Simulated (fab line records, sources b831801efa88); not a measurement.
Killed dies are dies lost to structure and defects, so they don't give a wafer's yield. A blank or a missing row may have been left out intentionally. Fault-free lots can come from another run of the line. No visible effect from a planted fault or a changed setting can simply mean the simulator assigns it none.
fab line records    flow sky130
[record] lots = 6  wafers = 18  lastDay = 50
route steps=708 shown METAL5@671 PASSIVATION@681 PAD_OPEN@694
lots that met no fault: taken from a fault-free run of the same line
startH: hours from the record's first day to the start of the lot's first wafer shown    waitH: time in hours since the lot's previous step    " same as the row above    L1.1+2: one row covering several wafers at once    - no value, or no start given    * or withheld: withheld    < > ~ a bound
route shown NAME@n: a module of which the file shows steps, and the number in the route of the first    usual: mean/standard deviation of fault-free wafers    same: alike in all rows    chamber/n: place in a boat    sites: the reading at each site    _std_site: standard deviation across them    _edge_site: outer sites' mean less inner sites'    radiusMm: for every site, how far away it sits from the centre of the wafer    mask NAME#n: copy n    behind: the tool/chamber that last shaped the wafer    hold: what put the lot on hold/how long, in hours/how the hold closed    device: transistor that didn't switch, given as n, p or np    end of line: the tests these same wafers got at the end of their route    a step without rows: its recipe alone    killed: dies that structure and defects cost at the first sort, which is not the same as the wafer's yield    map: shows each die of a wafer: x if killed, . if not, _ if none is there
set.NAME: the setting that was run; set.NAME@STEP: the one run at that earlier step    model.NAME: the simulator's own value behind a step, which no gauge read
lots at selected steps of the route; one table per step, one row per wafer
services: the hour from which a tool's chamber was out of use, counted from the record's first day as startH (under 0 if before that day), plus the number of hours and why
[[steps]]
[step SKY_METAL5_SOFTBAKE_10]
[recipe] tempC = 90  timeS = 60  resist = NOVOLAK
[step SKY_METAL5_EXPOSE_11]
[recipe] maskId = MM5  na = 0.6  sourceShape = conventional  sigmaOuter = 0.6  polarization = unpolarized  targetCdNm = 1600  doseMj = 190
[step SKY_METAL5_PEB_12]
[recipe] tempC = withheld  timeS = *  resist = NOVOLAK
[step SKY_METAL5_DEVELOP_13]
[recipe] resist = NOVOLAK  developer = TMAH  developTimeS = 60  devTempC = 23
[step SKY_METAL5_DESCUM_14]
[recipe] chemistry = O2  sourcePowerW = 150  biasPowerW = 0  pressureMtorr = 10  tempC = 40  timeS = 11
[usual] drypumpMotorCurrentA = 5.5/0.68  oesProductAu = 1.002/0.0074
[same] biasPowerW = 0
lot.wafer  tool         chamber  startH   waitH  drypumpMotorCurrentA  oesProductAu  rfHoursCounterH
L579.4     rieMetal-03  1        1041.83  0.1    6.7                   1.002         -
L579.5     "            0        "        "      5.0                   0.992         -
L579.6     "            1        "        "      6.6                   1.004         -
L580.1     rieMetal-04  1        1044.12  0.1    4.7                   1.000         14
L580.5     "            1        "        "      4.7                   1.000         -
L580.6     "            0        "        "      6.1                   1.001         -
L593.3     rieMetal-03  1        1119.13  0.1    6.6                   0.996         -
L593.4     "            0        "        "      5.0                   1.000         -
L593.5     "            0        "        "      5.0                   0.986         -
L594.1     rieMetal-04  1        1127.52  0.1    4.7                   1.004         20
L594.2     "            0        "        "      6.1                   1.007         26
L594.3     "            0        "        "      6.1                   1.007         -
L596.1     rieMetal-03  1        1140.08  0.1    6.7                   1.003         23
L596.4     "            0        "        "      5.1                   1.005         -
L596.6     "            1        "        "      6.7                   1.000         -
L601.3     rieMetal-04  0        1163.23  0.1    6.1                   1.006         -
L601.4     "            1        "        "      4.7                   1.007         -
L601.5     "            1        "        "      4.7                   0.986         -
[step SKY_METAL5_METAL_ETCH_15]
[recipe] targetDepthA = 12600  stopOn = SiO2  overEtchFrac = 0.2  timeS = 252  chemistry = Cl2/BCl3  resistSidewallDeg = 86  pressureMtorr = 10  icpW = 900  biasW = 48.5  Cl2_flow_sccm = 60  bcl3FlowSccm = 30
[usual] drypumpMotorCurrentA = 5.5/0.68  oesProductAu = 0.895/0.0047  throttleValvePct = 22.264/0.009
lot.wafer  tool         chamber  startH   waitH  drypumpMotorCurrentA  oesProductAu  rfHoursCounterH  throttleValvePct
L579.4     rieMetal-03  1        1041.93  0.1    6.7                   0.896         -                22.268
L579.5     "            0        "        "      5.1                   0.893         -                22.263
L579.6     "            1        "        "      6.6                   0.899         -                22.270
L580.1     rieMetal-04  1        1044.15  0.0    4.7                   0.898         14               22.266
L580.5     "            1        "        "      4.7                   0.893         -                22.259
L580.6     "            0        "        "      6.1                   0.893         -                22.267
L593.3     rieMetal-03  1        1119.23  0.1    6.7                   0.900         -                22.267
L593.4     "            0        "        "      5.0                   0.899         -                22.260
L593.5     "            0        "        "      5.0                   0.887         -                22.266
L594.1     rieMetal-04  1        1127.55  0.0    4.7                   0.898         20               22.268
L594.2     "            0        "        "      6.1                   0.890         26               22.267
L594.3     "            0        "        "      6.1                   0.897         -                22.275
L596.1     rieMetal-03  1        1140.12  0.0    6.7                   0.893         23               22.271
L596.4     "            0        "        "      5.0                   0.889         -                22.259
L596.6     "            1        "        "      6.6                   0.899         -                22.262
L601.3     rieMetal-04  0        1163.33  0.1    6.1                   0.905         -                22.274
L601.4     "            1        "        "      4.7                   0.888         -                22.271
L601.5     "            1        "        "      4.7                   0.898         -                22.262
[step SKY_METAL5_STRIP_16]
[recipe] chemistry = O2/N2  powerW = 1400  pressureMtorr = 1500  platenTempC = withheld  o2FlowSccm = 3000  n2FlowSccm = 300  overashFraction = 0.5
[usual] drypumpMotorCurrentA = 5.5/0.55  oesProductAu = 0.711/0.0043  stripTimeToEndpointS = 13.02/0.096
lot.wafer  tool            chamber  startH   waitH  drypumpMotorCurrentA  oesProductAu  rfHoursCounterH  stripTimeToEndpointS
L579.4     plasmaAsher-02  0        1042.12  0.1    4.8                   0.709         -                13.05
L579.5     "               0        "        "      4.8                   0.708         -                13.07
L579.6     "               1        "        "      5.0                   0.714         -                12.89
L580.1     plasmaAsher-01  0        1044.39  0.2    6.2                   0.719         28               13.08
L580.5     "               0        "        "      6.2                   0.707         -                13.17
L580.6     "               1        "        "      6.0                   0.706         -                13.07
L593.3     plasmaAsher-02  1        1119.42  0.1    5.0                   0.712         -                13.06
L593.4     "               0        "        "      4.8                   0.710         -                13.18
L593.5     "               1        "        "      5.0                   0.706         -                13.07
L594.1     plasmaAsher-02  1        1127.79  0.2    5.0                   0.716         7                13.00
L594.2     "               0        "        "      4.7                   0.710         7                12.92
L594.3     "               0        "        "      4.8                   0.715         -                12.85
L596.1     plasmaAsher-01  1        1140.35  0.2    6.1                   0.717         39               13.01
L596.4     "               1        "        "      6.0                   0.706         -                13.00
L596.6     "               1        "        "      6.0                   0.709         -                12.89
L601.3     plasmaAsher-03  0        1163.52  0.1    5.1                   0.707         -                13.06
L601.4     "               1        "        "      5.3                   0.713         -                13.19
L601.5     "               0        "        "      5.1                   0.712         -                13.08
[step SKY_METAL5_STRIP_17]
[recipe] chemistry = postEtchResidueRemover  timeS = 1200  tempC = 72.5
[step SKY_METAL5_CLEAN_18]
[recipe] chemistry = IPA  timeS = 180  tempC = 25
[step SKY_METAL5_CLEAN_19]
[recipe] chemistry = O3/DIW  dry = n2Spin
[step SKY_PASSIVATION_CVD_00]
[recipe] material = SiO2  targetThkNm = 90  tempC = 400  timeS = withheld  rfW = 600
[usual] heaterPowerW = 670/120
lot.wafer  tool      chamber  startH   waitH  heaterPowerW
L579.4     pecvd-01  2        1042.69  0.0    738
L579.5     "         2        "        "      741
L579.6     "         0        "        "      677
L580.1     pecvd-03  1        1044.98  0.0    560
L580.5     "         0        "        "      725
L580.6     "         2        "        "      816
L593.3     pecvd-01  0        1119.98  0.0    645
L593.4     "         1        "        "      486
L593.5     "         0        "        "      647
L594.1     pecvd-02  0        1128.41  0.0    748
L594.2     "         2        "        "      645
L594.3     "         1        "        "      687
L596.1     pecvd-03  0        1140.95  0.0    789
L596.4     "         0        "        "      782
L596.6     "         1        "        "      535
L601.3     pecvd-02  0        1164.08  0.0    729
L601.4     "         1        "        "      644
L601.5     "         0        "        "      747
[step SKY_PASSIVATION_THK_MEAS_01]
[recipe] reads = SiO2_of_PASSIVATION_CVD_00
[usual] PASSIVATION_CVD_00_THK = 90.0/1.2
lot.wafer  tool          chamber  startH   waitH  PASSIVATION_CVD_00_THK[nm]
L579.4     filmMetro-03  -        1042.74  -      90.4
L579.5     "             -        "        "      89.9
L579.6     "             -        "        "      90.3
L580.1     filmMetro-01  -        1045.01  -      88.2
L580.5     "             -        "        "      91.2
L580.6     "             -        "        "      89.8
L593.3     filmMetro-04  -        1120.02  -      89.0
L593.4     "             -        "        "      91.0
L593.5     "             -        "        "      91.3
L594.1     filmMetro-04  -        1128.43  -      88.5
L594.2     "             -        "        "      90.1
L594.3     "             -        "        "      88.0
L596.1     filmMetro-01  -        1140.97  -      91.3
L596.4     "             -        "        "      92.3
L596.6     "             -        "        "      92.5
L601.3     filmMetro-04  -        1164.12  -      88.1
L601.4     "             -        "        "      91.8
L601.5     "             -        "        "      90.0
[step SKY_PASSIVATION_CVD_02]
[recipe] material = Si3N4  targetThkNm = 540  tempC = 400  timeS = withheld  rfW = 450
[usual] heaterPowerW = 720/150
lot.wafer  tool      chamber  startH   waitH  heaterPowerW  model.Si3N4_of_PASSIVATION_CVD_02.thkNm
L579.4     pecvd-03  2        1042.88  0.1    867           549.3
L579.5     "         1        "        "      609           550.8
L579.6     "         0        "        "      798           546.8
L580.1     pecvd-01  0        1045.07  0.1    729           530.5
L580.5     "         2        "        "      771           544
L580.6     "         1        "        "      485           544
L593.3     pecvd-03  0        1120.06  0.0    775           528.6
L593.4     "         1        "        "      601           548.5
L593.5     "         2        "        "      1022          551.2
L594.1     pecvd-01  2        1128.49  0.1    722           548
L594.2     "         1        "        "      505           648
L594.3     "         0        "        "      620           537.8
L596.1     pecvd-01  0        1141.03  0.1    745           531.8
L596.4     "         1        "        "      434           655.5
L596.6     "         2        "        "      661           551.1
L601.3     pecvd-03  2        1164.16  0.0    1027          536
L601.4     "         1        "        "      547           541.4
L601.5     "         0        "        "      769           542.5
[step SKY_PASSIVATION_THK_MEAS_03]
[recipe] reads = Si3N4_of_PASSIVATION_CVD_02
[usual] PASSIVATION_CVD_02_THK = 539/6.9
lot.wafer  tool          chamber  startH   waitH  PASSIVATION_CVD_02_THK[nm]
L579.4     filmMetro-03  -        1043.03  -      550
L579.5     "             -        "        "      551
L579.6     "             -        "        "      547
L580.1     filmMetro-01  -        1045.29  -      530
L580.5     "             -        "        "      544
L580.6     "             -        "        "      544
L593.3     filmMetro-04  -        1120.31  -      529
L593.4     "             -        "        "      549
L593.5     "             -        "        "      552
L594.1     filmMetro-01  -        1128.72  -      548
L594.2     "             -        "        "      648
L594.3     "             -        "        "      538
L596.1     filmMetro-03  -        1141.26  -      532
L596.4     "             -        "        "      656
L596.6     "             -        "        "      551
L601.3     filmMetro-03  -        1164.41  -      536
L601.4     "             -        "        "      541
L601.5     "             -        "        "      542
[step SKY_PASSIVATION_DEHYDRATE_04]
[recipe] tempC = 200  timeS = 60
[step SKY_PASSIVATION_HMDS_05]
[recipe] primeTimeS = 60  primeTempC = 120
[step SKY_PASSIVATION_COAT_06]
[recipe] spinRpm = 2000  resistThkNm = 3000
[step SKY_PASSIVATION_SOFTBAKE_07]
[recipe] tempC = 110  timeS = withheld
[step SKY_PASSIVATION_EXPOSE_08]
[recipe] maskId = NSM  targetCdNm = 3000  na = 0.57  doseMj = 260
[step SKY_PASSIVATION_PEB_09]
[recipe] tempC = 115  timeS = withheld
[step SKY_PASSIVATION_DEVELOP_10]
[recipe] developTimeS = 60  devTempC = 23
[step SKY_PASSIVATION_ETCH_11]
[recipe] chemistry = CF4/O2  targetDepthNm = 725  stopOn = AlCu  sourceW = 800  biasW = 150  pressureMtorr = 150  cf4FlowSccm = 80  O2_flow_sccm = 10  timeS = 161.1
[usual] drypumpMotorCurrentA = 5.8/0.47  oesProductAu = 0.977/0.0065  throttleValvePct = 5.965/0.0094
lot.wafer  tool        chamber  startH   waitH  drypumpMotorCurrentA  oesProductAu  rfHoursCounterH  throttleValvePct  model.PASSIVATION.featureDepthNm  model.etch.depthNm
L579.4     rieDiel-03  2        1064.52  -      5.7                   0.977         3                5.948             714.7                             714.7
L579.5     "           3        "        "      5.4                   0.989         -                5.974             714.9                             714.9
L579.6     "           2        "        "      5.7                   0.979         -                5.978             711.6                             711.6
L580.1     rieDiel-03  2        1067.08  -      5.7                   0.971         3                5.966             693.5                             693.5
L580.5     "           2        "        "      5.7                   0.984         -                5.985             711.1                             711.1
L580.6     "           3        "        "      5.4                   0.964         -                5.978             707.4                             707.4
L593.3     rieDiel-02  1        1138.91  -      6.0                   0.967         17               5.973             692.2                             692.2
L593.4     "           2        "        "      6.3                   0.983         17               5.966             714.7                             714.7
L593.5     "           1        "        "      6.0                   0.977         -                5.982             717.9                             717.9
L594.1     rieDiel-03  0        1146.91  -      6.1                   0.982         16               5.947             711.3                             711.3
L594.2     "           3        "        "      5.4                   0.992         13               5.970             723.9                             723.9
L594.3     "           2        "        "      5.7                   0.981         5                5.971             700.5                             700.5
L596.1     rieDiel-03  1        1159.48  -      5.7                   0.965         15               5.961             696                               696
L596.4     "           2        "        "      5.7                   0.997         6                5.952             730.8                             730.8
L596.6     "           0        "        "      6.2                   0.979         -                5.965             715.5                             715.5
L601.3     rieDiel-01  2        1180.56  -      5.4                   0.982         30               5.959             697.9                             697.9
L601.4     "           3        "        "      5.3                   0.974         18               5.977             706.4                             706.4
L601.5     "           2        "        "      5.3                   0.981         -                5.969             705.7                             705.7
[step SKY_PASSIVATION_STRIP_12]
[recipe] chemistry = O2/N2  powerW = 1400  pressureMtorr = 1500  platenTempC = withheld  overashFraction = 0.7  o2FlowSccm = 3000  n2FlowSccm = 300
[usual] drypumpMotorCurrentA = 5.4/0.53  oesProductAu = 0.661/0.0046  stripTimeToEndpointS = 31.54/0.15
lot.wafer  tool            chamber  startH   waitH  drypumpMotorCurrentA  oesProductAu  rfHoursCounterH  stripTimeToEndpointS
L579.4     plasmaAsher-04  0        1064.66  0.1    5.5                   0.649         -                31.78
L579.5     "               0        "        "      5.5                   0.659         -                31.80
L579.6     "               1        "        "      5.0                   0.661         -                31.76
L580.1     plasmaAsher-02  0        1067.19  0.1    4.8                   0.657         0                31.74
L580.5     "               0        "        "      4.8                   0.661         -                31.60
L580.6     "               1        "        "      5.0                   0.670         -                31.70
L593.3     plasmaAsher-04  1        1139.04  0.1    4.9                   0.664         -                31.54
L593.4     "               0        "        "      5.4                   0.665         -                31.45
L593.5     "               0        "        "      5.5                   0.652         -                31.70
L594.1     plasmaAsher-02  0        1147.01  0.1    4.8                   0.665         9                31.50
L594.2     "               1        "        "      5.0                   0.659         9                31.77
L594.3     "               0        "        "      4.8                   0.665         -                31.55
L596.1     plasmaAsher-04  1        1159.59  0.1    4.9                   0.662         101              31.31
L596.4     "               1        "        "      5.0                   0.666         -                31.28
L596.6     "               1        "        "      4.9                   0.659         -                31.50
L601.3     plasmaAsher-04  1        1180.70  0.1    4.9                   0.656         -                31.38
L601.4     "               0        "        "      5.5                   0.662         -                31.71
L601.5     "               0        "        "      5.5                   0.663         -                31.50
[step SKY_PAD_OPEN_DEHYDRATE_00]
[recipe] tempC = 200  timeS = 60
[step SKY_PAD_OPEN_HMDS_01]
[recipe] primeTimeS = 60  primeTempC = 120
[step SKY_PAD_OPEN_COAT_02]
[recipe] spinRpm = 2000  resistThkNm = 3000
[step SKY_PAD_OPEN_SOFTBAKE_03]
[recipe] tempC = 110  timeS = withheld
[step SKY_PAD_OPEN_EXPOSE_04]
[recipe] maskId = PDM  targetCdNm = 60000  na = 0.57  doseMj = 260
[step SKY_PAD_OPEN_PEB_05]
[recipe] tempC = 115  timeS = withheld
[step SKY_PAD_OPEN_DEVELOP_06]
[recipe] developTimeS = 60  devTempC = 23
[step SKY_PAD_OPEN_ETCH_07]
[recipe] chemistry = CF4/O2  targetDepthNm = 725  stopOn = AlCu  sourceW = 800  biasW = 150  pressureMtorr = 150  cf4FlowSccm = 80  O2_flow_sccm = 10  timeS = 161.1
[usual] drypumpMotorCurrentA = 5.8/0.58  oesProductAu = 0.978/0.0077  throttleValvePct = 5.964/0.01
lot.wafer  tool        chamber  startH   waitH  drypumpMotorCurrentA  oesProductAu  rfHoursCounterH  throttleValvePct  model.PAD_OPEN.featureDepthNm  model.etch.depthNm
L579.4     rieDiel-02  2        1085.02  -      6.3                   0.987         15               5.961             715.1                          715.1
L579.5     "           3        "        "      6.2                   0.994         -                5.973             716.3                          716.3
L579.6     "           2        "        "      6.3                   0.981         -                5.961             711.6                          711.6
L580.1     rieDiel-04  0        1088.22  -      5.4                   0.956         19               5.957             693.5                          693.5
L580.5     "           2        "        "      6.3                   0.979         -                5.994             711.1                          711.1
L580.6     "           1        "        "      6.3                   0.975         -                5.956             709                            709
L593.3     rieDiel-01  3        1157.11  -      5.4                   0.966         17               5.955             692.2                          692.2
L593.4     "           2        "        "      5.3                   0.983         29               5.964             714.7                          714.7
L593.5     "           2        "        "      5.3                   0.995         -                5.973             717.9                          717.9
L594.1     rieDiel-02  0        1164.72  -      5.9                   0.981         19               5.976             711.3                          711.3
L594.2     "           1        "        "      6.0                   0.990         18               5.979             715.8                          715.8
L594.3     "           2        "        "      6.3                   0.966         18               5.954             700.5                          700.5
L596.1     rieDiel-01  0        1176.47  -      6.5                   0.979         23               5.959             696                            696
L596.4     "           2        "        "      5.3                   1.001         30               5.974             726.2                          726.2
L596.6     "           2        "        "      5.3                   0.995         -                5.975             717.8                          717.8
L601.3     rieDiel-02  0        1195.81  -      5.8                   0.979         20               5.959             697.9                          697.9
L601.4     "           1        "        "      6.0                   0.977         19               5.975             707.2                          707.2
L601.5     "           3        "        "      6.2                   0.966         -                5.959             705.7                          705.7
[step SKY_PAD_OPEN_STRIP_08]
[recipe] chemistry = O2/N2  powerW = 1400  pressureMtorr = 1500  platenTempC = withheld  overashFraction = 0.7  o2FlowSccm = 3000  n2FlowSccm = 300
[step SKY_PAD_OPEN_STRIP_09]
[recipe] chemistry = postEtchResidueRemover  timeS = 1146  tempC = 72.5
lot.wafer  tool         chamber  startH   waitH  model.Si3N4_of_PASSIVATION_CVD_02.thkNm
L579.4     wetBench-02  2        1085.23  0.0    548.9
L579.5     "            2        "        "      550.5
L579.6     "            2        "        "      546.4
L580.1     wetBench-01  3        1088.43  0.1    530.1
L580.5     "            3        "        "      543.6
L580.6     "            3        "        "      543.7
L593.3     wetBench-03  2        1157.31  0.0    528.3
L593.4     "            2        "        "      548.1
L593.5     "            2        "        "      550.9
L594.1     wetBench-01  3        1164.99  0.1    547.6
L594.2     "            3        "        "      647.6
L594.3     "            3        "        "      537.5
L596.1     wetBench-01  2        1176.68  0.1    531.4
L596.4     "            2        "        "      655.1
L596.6     "            2        "        "      550.8
L601.3     wetBench-01  0        1196.01  0.0    535.6
L601.4     "            0        "        "      541.1
L601.5     "            0        "        "      542.2
[step SKY_PAD_OPEN_CLEAN_10]
[recipe] chemistry = IPA  timeS = 180  tempC = 25
[step SKY_PAD_OPEN_PROBE_99]
[usual] defectLimitedYield = 82.3/2  killed_at_M0_to_M3 = 43/7.1  killed_at_M4_up = 3/1.7  killedAtContacts = 25/5.6  killedAtFrontEnd = 16/4.1  killedAtOther = 0.2/0.49  killedDies = 87/9.8  killedOpen = 47/7.6  killedShort = 40/6.1  sort_bin_3_pad_short = 0.9/0.44  sort_bin_5_function = 10.5/1.6  sort_bin_6_memory = 6.3/1  sortNPass = 405/9.8  sortYieldPct = 82.3/2
[same] grossDies = 492  killedAtBackSide = 0  sort_bin_4_leakage[%] = 0  sort_bin_8_speed[%] = 0
lot.wafer  tool       chamber  startH   waitH  defectLimitedYield[%]  killed_at_M0_to_M3  killed_at_M4_up  killedAtContacts  killedAtFrontEnd  killedAtOther  killedDies  killedOpen  killedShort  sort_bin_3_pad_short[%]  sort_bin_5_function[%]  sort_bin_6_memory[%]  sortNPass  sortYieldPct[%]
L579.4     prober-02  -        1087.52  0.2    82.5                   49                  1                24                12                0              86          44          42           0.6                      12.4                    4.5                   406        82.5
L579.5     prober-02  -        1087.57  0.2    85.4                   37                  3                18                14                0              72          36          36           1.0                      9.6                     4.1                   420        85.4
L579.6     prober-02  -        1087.62  0.2    82.5                   53                  2                17                14                0              86          34          52           1.0                      9.6                     6.9                   406        82.5
L594.1     prober-02  -        1167.54  0.1    81.9                   45                  0                31                13                0              89          54          35           0.6                      11.6                    5.9                   403        81.9
L594.2     prober-02  -        1167.59  0.1    83.9                   34                  4                25                15                1              79          45          34           1.0                      9.6                     5.5                   413        83.9
L594.3     prober-02  -        1167.64  0.2    83.5                   44                  0                24                13                0              81          37          44           0.8                      8.7                     6.9                   411        83.5
L596.1     prober-02  -        1178.81  0.1    82.5                   48                  4                17                17                0              86          49          37           0                        10.4                    7.1                   406        82.5
L596.4     prober-02  -        1178.96  0.2    81.5                   41                  7                23                19                1              91          47          44           0.6                      11.0                    6.9                   401        81.5
L596.6     prober-02  -        1179.06  0.2    80.1                   45                  4                31                18                0              98          51          47           1.2                      12.4                    6.3                   394        80.1
L601.3     prober-01  -        1198.26  0.2    81.9                   49                  4                26                9                 1              89          47          42           0.2                      11.8                    6.1                   403        81.9
L601.4     prober-01  -        1198.31  0.2    78.5                   53                  4                33                15                1              106         60          46           1.0                      13.2                    7.3                   386        78.5
L601.5     prober-01  -        1198.36  0.2    80.9                   49                  6                23                15                1              94          51          43           0.8                      11.4                    6.9                   398        80.9
// killed by level:class
L579.4 VIA1:geometricParticle:open=11 VIA2:geometricParticle:open=8 CONTACT:geometricParticle:open=8 METAL2:geometricParticle:short=8 VIA1:geometricParticle:short=7 VIA2:geometricParticle:short=5 VIA3:geometricParticle:open=4 LI_CONTACT:geometricParticle:short=4
L579.5 VIA1:geometricParticle:open=7 VIA3:geometricParticle:open=6 FIELD_ISO:geometricParticle:open=5 METAL1:geometricParticle:short=5 LI_CONTACT:geometricParticle:open=5 VIA1:geometricParticle:short=5 METAL2:geometricParticle:short=4 POLY_GATE:geometricParticle:open=4
L579.6 VIA1:geometricParticle:open=11 VIA2:geometricParticle:open=9 CONTACT:geometricParticle:short=9 VIA1:geometricParticle:short=8 FIELD_ISO:geometricParticle:short=6 VIA2:geometricParticle:short=6 METAL3:geometricParticle:short=6 FIELD_ISO:geometricParticle:open=3
L594.1 CONTACT:geometricParticle:open=15 VIA1:geometricParticle:open=12 VIA2:geometricParticle:open=10 LI_CONTACT:geometricParticle:open=8 POLY_GATE:geometricParticle:short=6 VIA3:geometricParticle:short=5 LI_CONTACT:geometricParticle:short=4 VIA3:geometricParticle:open=4
L594.2 CONTACT:geometricParticle:open=12 FIELD_ISO:geometricParticle:short=7 LI_CONTACT:geometricParticle:open=7 VIA3:geometricParticle:open=7 VIA2:geometricParticle:open=5 METAL1:geometricParticle:short=5 VIA1:geometricParticle:open=5 FIELD_ISO:geometricParticle:open=4
L594.3 VIA1:geometricParticle:open=11 LI_CONTACT:geometricParticle:open=10 VIA3:geometricParticle:open=6 FIELD_ISO:geometricParticle:short=5 CONTACT:geometricParticle:short=5 METAL1:geometricParticle:short=5 VIA1:geometricParticle:short=5 VIA2:geometricParticle:short=5
L596.1 VIA1:geometricParticle:open=11 VIA2:geometricParticle:open=10 VIA3:geometricParticle:open=8 FIELD_ISO:geometricParticle:open=7 CONTACT:geometricParticle:short=5 CONTACT:geometricParticle:open=5 FIELD_ISO:geometricParticle:short=4 VIA1:geometricParticle:short=4
L596.4 FIELD_ISO:geometricParticle:short=9 VIA2:geometricParticle:open=8 CONTACT:geometricParticle:open=8 VIA3:geometricParticle:open=8 VIA1:geometricParticle:open=7 CONTACT:geometricParticle:short=6 METAL4:geometricParticle:short=5 METAL1:geometricParticle:short=5
L596.6 CONTACT:geometricParticle:open=12 LI_CONTACT:geometricParticle:open=7 METAL2:geometricParticle:short=7 METAL1:geometricParticle:short=7 VIA1:geometricParticle:open=7 CONTACT:geometricParticle:short=6 VIA3:geometricParticle:open=6 FIELD_ISO:geometricParticle:open=5
L601.3 VIA1:geometricParticle:open=15 CONTACT:geometricParticle:open=11 METAL2:geometricParticle:short=7 LOCAL_INTERCONNECT:geometricParticle:short=6 VIA1:geometricParticle:short=6 LI_CONTACT:geometricParticle:open=5 VIA3:geometricParticle:open=5 METAL3:geometricParticle:short=4
L601.4 CONTACT:geometricParticle:open=16 VIA1:geometricParticle:open=13 METAL2:geometricParticle:short=7 VIA2:geometricParticle:open=7 VIA3:geometricParticle:open=6 FIELD_ISO:geometricParticle:open=5 LI_CONTACT:geometricParticle:open=5 CONTACT:geometricParticle:short=5
L601.5 VIA1:geometricParticle:open=13 FIELD_ISO:geometricParticle:short=7 VIA3:geometricParticle:open=7 VIA1:geometricParticle:short=6 CONTACT:geometricParticle:open=6 CONTACT:geometricParticle:short=6 LI_CONTACT:geometricParticle:open=5 VIA2:geometricParticle:open=5
[[services]]
tool            chamber  startH   hours  kind
pecvd-01        1        1033.51  10.9   repair
pecvd-02        -        1044.34  0.9    repair
rieDiel-02      -        1051.97  0.4    repair
plasmaAsher-02  -        1055.25  9.0    pm
rieDiel-01      -        1060.41  2.8    pm
rieDiel-03      -        1072.06  0.9    repair
pecvd-01        0        1073.20  6.7    repair
plasmaAsher-03  -        1077.47  3.0    repair
rieDiel-02      2        1079.30  2.5    repair
plasmaAsher-04  -        1080.56  28.1   pm
pecvd-01        2        1087.13  2.0    repair
rieMetal-04     -        1113.84  2.8    pm
pecvd-02        2        1116.20  4.7    repair
pecvd-03        -        1121.98  0.9    repair
rieDiel-02      -        1129.05  0.6    repair
plasmaAsher-04  -        1131.80  4.5    repair
rieDiel-04      1        1135.48  21.7   repair
rieDiel-04      0        1142.09  12.7   repair
plasmaAsher-03  -        1145.34  5.4    repair
rieDiel-01      1        1157.99  4.4    repair
pecvd-01        -        1165.90  0.4    repair
pecvd-03        -        1167.74  1.7    repair
rieDiel-02      0        1174.39  1.2    repair
pecvd-01        0        1186.21  7.2    repair
[[key]]
[firstSign] step = SKY_PASSIVATION_THK_MEAS_03  reading = PASSIVATION_CVD_02_THK  direction = up  sigmas = 16  usual = 539  struck = 652
[effect] step = SKY_PASSIVATION_ETCH_11  reading = oesProductAu  direction = up  sigmas = 2.6  usual = 0.977  struck = 0.994
[modelEffect] step = SKY_PASSIVATION_CVD_02  value = Si3N4_of_PASSIVATION_CVD_02.thkNm  without = 540.8  struck = 651.7
[modelEffect] step = SKY_PASSIVATION_ETCH_11  value = PASSIVATION.featureDepthNm  without = 705  struck = 727.4
[modelEffect] step = SKY_PAD_OPEN_ETCH_07  value = PAD_OPEN.featureDepthNm  without = 705  struck = 721
[modelEffect] step = SKY_PAD_OPEN_STRIP_09  value = Si3N4_of_PASSIVATION_CVD_02.thkNm  without = 540.5  struck = 651.4
metAt SKY_PASSIVATION_CVD_02
struckWafers L594.2,L596.4
onsetBetween 1045.07 1128.49
[fault] kind = processParameterDrift  tool = pecvd-01  chamber = 1  onsetH = 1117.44  steps = SKY_PASSIVATION_CVD_02  channel = timeS  offset = withheld  shape = step  endH = 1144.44  actsIn = *
